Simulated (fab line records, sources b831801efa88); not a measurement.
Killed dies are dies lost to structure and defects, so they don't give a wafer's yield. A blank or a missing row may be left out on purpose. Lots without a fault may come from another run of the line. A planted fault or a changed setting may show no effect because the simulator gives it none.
Chamber matching | flow sky130 | SKY_SPACER_ETCHBACK_02 on rie_diel-01: 4 sister chambers
The step etches Si3N4 in CH3F/O2, stops on SiO2, time 46.7 s, target depth 45 nm. 4 wafers are shown with their chamber, then 7 later ones without.

WAFERS WITH THEIR CHAMBER
wafer  | chamber | drypump_motor_current_A (A)
L665.5 | 0       | 4.9
L667.1 | 3       | 5.5
L672.1 | 2       | 6.4
L672.2 | 1       | 6.2

WAFERS WITHOUT THEIR CHAMBER
wafer  | drypump_motor_current_A (A)
L672.4 | 4.9
L673.4 | 6.4
L673.5 | 6.2
L673.6 | 6.4
L682.2 | 6.3
L682.3 | 5.5
L682.6 | 5.5

WHICH CHAMBER EACH WENT THROUGH
wafer  | from the rows above     | in truth
L672.4 | 0                       | 0
L673.4 | 2                       | 2
L673.5 | 1                       | 1
L673.6 | 2                       | 2
L682.2 | can't be placed: 1 or 2 | 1
L682.3 | 3                       | 3
L682.6 | 3                       | 3
Placed correctly: 6 of 7. Can't be placed from these rows: 1 (the true chamber is among the candidates in 1). Placed wrongly: 0.
How it was worked out, from the rows above alone: a wafer's distance from a chamber is the root of the sum, over the readings, of the square of ((its reading less the chamber's mean) divided by the reading's scatter). The wafer belongs to the nearest chamber; if the next one is less than 2 further off, it can't be placed. A chamber's mean is the mean of its shown wafers. The scatter: with one shown wafer a chamber, the root of the mean of the squares of how far each hidden wafer lies from its nearest shown one.
